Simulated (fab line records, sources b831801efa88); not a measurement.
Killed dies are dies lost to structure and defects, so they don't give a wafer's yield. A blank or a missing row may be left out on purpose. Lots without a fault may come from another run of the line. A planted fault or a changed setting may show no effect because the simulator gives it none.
A struck lot beside a sound one | flow sfq_line | 14 steps out of a route of 325
Sound: wafers L230.1, L230.2, L230.5. Struck: wafers L240.1, L240.2, L240.5. The cause comes at the end.
At each step with rows: each side's tool, then ch and its chambers, then its first start. Under that, the readings that differ: sound wafers | struck wafers | difference of the means | sigmas: that difference in standard deviations of wafers without a fault.
alike: readings whose means differ by less than 2 such deviations, and words and numbers that are the same on both sides. not compared: withheld readings, readings that some wafer has no value for, bounds like >300 that may hide the same value, and numbers for which the record gives no deviation and whose values overlap.
The two part at a step that has a row with sigmas, a row that says differs or no value, or rows on one side only. Numbers that don't overlap but have no deviation are shown without sigmas and don't part them. A reading that every wafer of one side lacks parts them only if that side has two wafers or more.

first, 2 steps without rows for these wafers: SFQ_TRILAYER_C5_STRIP_SOLV_CLEAN_156 (cleans in NMP, time 600 s); SFQ_TRILAYER_M6_DEP_PRE_CLEAN_158 (time 22.5 s).
SFQ_TRILAYER_M6_DEP_SPUTTER_157: material Nb, target thk 200 nm, time 133.3 s.
  sound on pvd_sputter-04, day 77 09:38; struck on pvd_sputter-04, day 81 16:30
  alike: throttle_valve_pct
SFQ_M6_RS_MEAS_938: measures by four-point-probe.
  sound on film_metro-01, day 77 09:43; struck on film_metro-03, day 81 16:35
  alike: M6_NB_RS
then, 6 steps without rows for these wafers: SFQ_TRILAYER_M6_LITHO_COAT_164 (resist thk 62 nm); SFQ_TRILAYER_M6_LITHO_COAT_159 (resist thk 600 nm); SFQ_TRILAYER_M6_LITHO_SOFTBAKE_163; SFQ_TRILAYER_M6_LITHO_EXPOSE_160 (exposes mask M6, target cd 500 nm); SFQ_TRILAYER_M6_LITHO_PEB_162 (peb time 60 s); SFQ_TRILAYER_M6_LITHO_DEVELOP_161 (time 60 s).
-- the record jumps here: 5 days lie between the struck wafers' starts before and after --
SFQ_M6_OVL_MEAS_940:
  sound on overlay-01, day 81 18:34; struck on overlay-01, day 86 11:31
  alike: M6_OVL
SFQ_TRILAYER_M6_BARC_OPEN_METAL_ETCH_206: etches BARC in O2, target depth 125 nm, time 41.7 s.
  sound on rie_metal-02 ch 0,1, day 81 18:37; struck on rie_metal-02 ch 0,1, day 86 11:33
  reading                                             | sound             | struck            | difference | sigmas
  rf_fwd_power_W (W)                                  | 591.1 588.2 589.0 | 827.1 831.7 832.5 | +241.0     | +86
  model.KrF_of_TRILAYER_M6_LITHO_COAT_159.thk_nm (nm) | 524.6 525.1 525.3 | 502.6 503.4 504   | -21.7      |
  alike: bias_w, drypump_motor_current_A, oes_product_au
  not compared: rf_hours_counter_h
SFQ_TRILAYER_M6_ETCH_METAL_ETCH_162: etches Nb in Cl2/Ar, stops on SiO2, target depth 240 nm, time 120 s.
  sound on rie_metal-02 ch 0,1, day 81 18:40; struck on rie_metal-02 ch 0,1, day 86 11:37
  reading                                             | sound             | struck            | difference | sigmas
  model.KrF_of_TRILAYER_M6_LITHO_COAT_159.thk_nm (nm) | 381.2 384.2 384.2 | 362.4 362.6 363.5 | -20.4      |
  alike: bias_w, drypump_motor_current_A, oes_product_au, rf_fwd_power_W
  not compared: rf_hours_counter_h
SFQ_TRILAYER_M6_STRIP_STRIP_163: strips in O2.
  sound on rie_metal-02 ch 0,1, day 81 18:47; struck on rie_metal-02 ch 0,1, day 86 11:44
  alike: drypump_motor_current_A, oes_product_au
  not compared: rf_hours_counter_h

WHERE THEY PART
Only at SFQ_TRILAYER_M6_BARC_OPEN_METAL_ETCH_206, within this record. Later steps at which nothing parts them and some readings are alike: SFQ_TRILAYER_M6_ETCH_METAL_ETCH_162, SFQ_TRILAYER_M6_STRIP_STRIP_163.

WHY: what the simulator had put in
Process parameter drift: rie_metal-02, from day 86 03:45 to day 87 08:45, at SFQ_TRILAYER_M6_BARC_OPEN_METAL_ETCH_206. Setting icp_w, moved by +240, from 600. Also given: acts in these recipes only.
